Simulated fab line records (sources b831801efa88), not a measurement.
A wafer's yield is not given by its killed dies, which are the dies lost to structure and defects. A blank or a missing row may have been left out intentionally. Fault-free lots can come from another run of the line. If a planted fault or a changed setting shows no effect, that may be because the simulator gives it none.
Which tool is to blame? :: flow sky130 :: 12 lots, 36 wafers sampled, at 3 steps of a route of 708

== WHAT EACH GAUGE READ, for each wafer ==
SKY_METAL5_RS_MEAS_05: measurement is done with a four-point probe. Usual: METAL5_ALCU_RS typically reads 0.02718 ohm/sq, with standard deviation 0.00029.
lot: L211
measured: day 44 11:09
on: film_metro-03
METAL5_ALCU_RS (ohm/sq): 0.02737 0.02713 0.02749
flag: 

lot: L213
measured: day 45 00:42
on: film_metro-03
METAL5_ALCU_RS (ohm/sq): 0.02685 0.02737 0.02723
flag: 

lot: L214
measured: day 45 01:23
on: film_metro-02
METAL5_ALCU_RS (ohm/sq): 0.02657 0.02636 0.02696
flag: 

lot: L215
measured: day 45 04:14
on: film_metro-03
METAL5_ALCU_RS (ohm/sq): 0.027 0.02738 0.02726
flag: 

lot: L220
measured: day 46 12:58
on: film_metro-03
METAL5_ALCU_RS (ohm/sq): 0.0272 0.02734 0.02729
flag: 

lot: L223
measured: day 47 09:32
on: film_metro-03
METAL5_ALCU_RS (ohm/sq): 0.02718 0.02771 0.02732
flag: 

lot: L225
measured: day 47 19:34
on: film_metro-03
METAL5_ALCU_RS (ohm/sq): 0.02722 0.02741 0.02749
flag: 

lot: L226
measured: day 47 22:53
on: film_metro-02
METAL5_ALCU_RS (ohm/sq): 0.02765 0.02716 0.02683
flag: 

lot: L228
measured: day 48 13:00
on: film_metro-03
METAL5_ALCU_RS (ohm/sq): 0.02689 0.02729 0.02715
flag: 

lot: L230
measured: day 48 22:02
on: film_metro-02
METAL5_ALCU_RS (ohm/sq): 0.027 0.02733 0.02745
flag: 

lot: L232
measured: day 49 07:31
on: film_metro-03
METAL5_ALCU_RS (ohm/sq): 0.02732 0.02683 0.02729
flag: 

lot: L233
measured: day 49 07:51
on: film_metro-01
METAL5_ALCU_RS (ohm/sq): 0.02696 0.02716 0.02682
flag: 

== WHICH TOOL RAN EACH LOT (tool, then ch and the chambers of the sampled wafers, then the start) ==
lot: L211
SKY_DNWELL_STRIP_08: plasma_asher-04 ch 1, day 3 13:25
SKY_METAL5_SPUTTER_01: pvd_sputter-02, day 44 11:01

lot: L213
SKY_DNWELL_STRIP_08: plasma_asher-03 ch 0,1, day 4 04:38
SKY_METAL5_SPUTTER_01: pvd_sputter-01, day 45 00:33

lot: L214
SKY_DNWELL_STRIP_08: plasma_asher-03 ch 0,1, day 4 06:16
SKY_METAL5_SPUTTER_01: pvd_sputter-02, day 45 01:13

lot: L215
SKY_DNWELL_STRIP_08: plasma_asher-04 ch 0,1, day 4 10:46
SKY_METAL5_SPUTTER_01: pvd_sputter-01, day 45 04:05

lot: L220
SKY_DNWELL_STRIP_08: plasma_asher-04 ch 0,1, day 5 12:26
SKY_METAL5_SPUTTER_01: pvd_sputter-03, day 46 12:48

lot: L223
SKY_DNWELL_STRIP_08: plasma_asher-01 ch 0,1, day 6 10:07
SKY_METAL5_SPUTTER_01: pvd_sputter-01, day 47 09:23

lot: L225
SKY_DNWELL_STRIP_08: plasma_asher-01 ch 0,1, day 6 17:12
SKY_METAL5_SPUTTER_01: pvd_sputter-01, day 47 19:23

lot: L226
SKY_DNWELL_STRIP_08: plasma_asher-03 ch 0,1, day 6 21:55
SKY_METAL5_SPUTTER_01: pvd_sputter-02, day 47 22:43

lot: L228
SKY_DNWELL_STRIP_08: plasma_asher-04 ch 0,1, day 7 12:14
SKY_METAL5_SPUTTER_01: pvd_sputter-03, day 48 12:49

lot: L230
SKY_DNWELL_STRIP_08: plasma_asher-03 ch 0,1, day 8 01:03
SKY_METAL5_SPUTTER_01: pvd_sputter-03, day 48 21:52

lot: L232
SKY_DNWELL_STRIP_08: plasma_asher-03 ch 0,1, day 8 04:40
SKY_METAL5_SPUTTER_01: pvd_sputter-03, day 49 07:23

lot: L233
SKY_DNWELL_STRIP_08: plasma_asher-04 ch 0,1, day 8 09:18
SKY_METAL5_SPUTTER_01: pvd_sputter-02, day 49 07:40
- SKY_DNWELL_STRIP_08: strips in O2/N2.
- SKY_METAL5_SPUTTER_01: material TiN, target thk 20 nm, time 16.7 s.

== WHAT THE TOOLS THEMSELVES READ (means of the sampled wafers that have a number; where no wafer has one, the mark that the record gives instead) ==
SKY_DNWELL_STRIP_08. Usual: drypump_motor_current_A 5.9 A, standard deviation 0.47; o2_flow_sccm 3001 sccm, standard deviation 8.6; oes_product_au 0.722 a.u., standard deviation 0.0044; strip_time_to_endpoint_s 36.91 s, standard deviation 0.09.
lot: L211
tool: plasma_asher-04
drypump_motor_current_A (A): 6.1
o2_flow_sccm (sccm): 3016
oes_product_au (a.u.): 0.724
strip_time_to_endpoint_s (s): 36.93
flag: 

lot: L213
tool: plasma_asher-03
drypump_motor_current_A (A): 5.9
o2_flow_sccm (sccm): 3007
oes_product_au (a.u.): 0.724
strip_time_to_endpoint_s (s): 36.91
flag: 

lot: L214
tool: plasma_asher-03
drypump_motor_current_A (A): 5.6
o2_flow_sccm (sccm): 2999
oes_product_au (a.u.): 0.720
strip_time_to_endpoint_s (s): 36.87
flag: 

lot: L215
tool: plasma_asher-04
drypump_motor_current_A (A): 6.2
o2_flow_sccm (sccm): 3005
oes_product_au (a.u.): 0.724
strip_time_to_endpoint_s (s): 36.87
flag: 

lot: L220
tool: plasma_asher-04
drypump_motor_current_A (A): 6.3
o2_flow_sccm (sccm): 3004
oes_product_au (a.u.): 0.724
strip_time_to_endpoint_s (s): 36.72
flag: 

lot: L223
tool: plasma_asher-01
drypump_motor_current_A (A): 5.3
o2_flow_sccm (sccm): 3005
oes_product_au (a.u.): 0.719
strip_time_to_endpoint_s (s): 36.92
flag: 

lot: L225
tool: plasma_asher-01
drypump_motor_current_A (A): 5.3
o2_flow_sccm (sccm): 3002
oes_product_au (a.u.): 0.720
strip_time_to_endpoint_s (s): 36.87
flag: 

lot: L226
tool: plasma_asher-03
drypump_motor_current_A (A): 5.9
o2_flow_sccm (sccm): 3003
oes_product_au (a.u.): 0.726
strip_time_to_endpoint_s (s): 36.90
flag: 

lot: L228
tool: plasma_asher-04
drypump_motor_current_A (A): 6.3
o2_flow_sccm (sccm): 2989
oes_product_au (a.u.): 0.722
strip_time_to_endpoint_s (s): 36.86
flag: 

lot: L230
tool: plasma_asher-03
drypump_motor_current_A (A): 5.9
o2_flow_sccm (sccm): 2996
oes_product_au (a.u.): 0.724
strip_time_to_endpoint_s (s): 36.99
flag: 

lot: L232
tool: plasma_asher-03
drypump_motor_current_A (A): 5.6
o2_flow_sccm (sccm): 2994
oes_product_au (a.u.): 0.725
strip_time_to_endpoint_s (s): 37.10
flag: 

lot: L233
tool: plasma_asher-04
drypump_motor_current_A (A): 6.3
o2_flow_sccm (sccm): 2993
oes_product_au (a.u.): 0.722
strip_time_to_endpoint_s (s): 37.01
flag: 

SKY_METAL5_SPUTTER_01. Usual: 30.3 % for throttle_valve_pct, sd 1.1.
lot: L211
tool: pvd_sputter-02
throttle_valve_pct (%): 29.5
flag: 

lot: L213
tool: pvd_sputter-01
throttle_valve_pct (%): 31.6
flag: 

lot: L214
tool: pvd_sputter-02
throttle_valve_pct (%): 29.7
flag: 

lot: L215
tool: pvd_sputter-01
throttle_valve_pct (%): 31.3
flag: 

lot: L220
tool: pvd_sputter-03
throttle_valve_pct (%): 29.7
flag: 

lot: L223
tool: pvd_sputter-01
throttle_valve_pct (%): 31.4
flag: 

lot: L225
tool: pvd_sputter-01
throttle_valve_pct (%): 31.3
flag: 

lot: L226
tool: pvd_sputter-02
throttle_valve_pct (%): 29.7
flag: 

lot: L228
tool: pvd_sputter-03
throttle_valve_pct (%): 30.3
flag: 

lot: L230
tool: pvd_sputter-03
throttle_valve_pct (%): 29.3
flag: 

lot: L232
tool: pvd_sputter-03
throttle_valve_pct (%): 30.0
flag: 

lot: L233
tool: pvd_sputter-02
throttle_valve_pct (%): 29.5
flag: 

== THE ANSWER, worked out from the rows above alone ==
Rule: take the mean of a lot's wafers that have a number; if it is more than 3 standard deviations from the usual mean, the lot is off. A lot without any number at a reading at which 4 lots or more have one is off too. Where the step has rows for the other lots, those lots are counted as sound. Order of review: gauges by route order, followed by the tools' own readings, for which a lot's mean as printed above is used. The first step at which some lot is off is used, and at that step the reading that is off furthest; a lot without a number counts as furthest.
None of the lots is off at any reading shown; this tells nothing.

== WHAT HAD BEEN PUT IN BY THE SIMULATOR ==
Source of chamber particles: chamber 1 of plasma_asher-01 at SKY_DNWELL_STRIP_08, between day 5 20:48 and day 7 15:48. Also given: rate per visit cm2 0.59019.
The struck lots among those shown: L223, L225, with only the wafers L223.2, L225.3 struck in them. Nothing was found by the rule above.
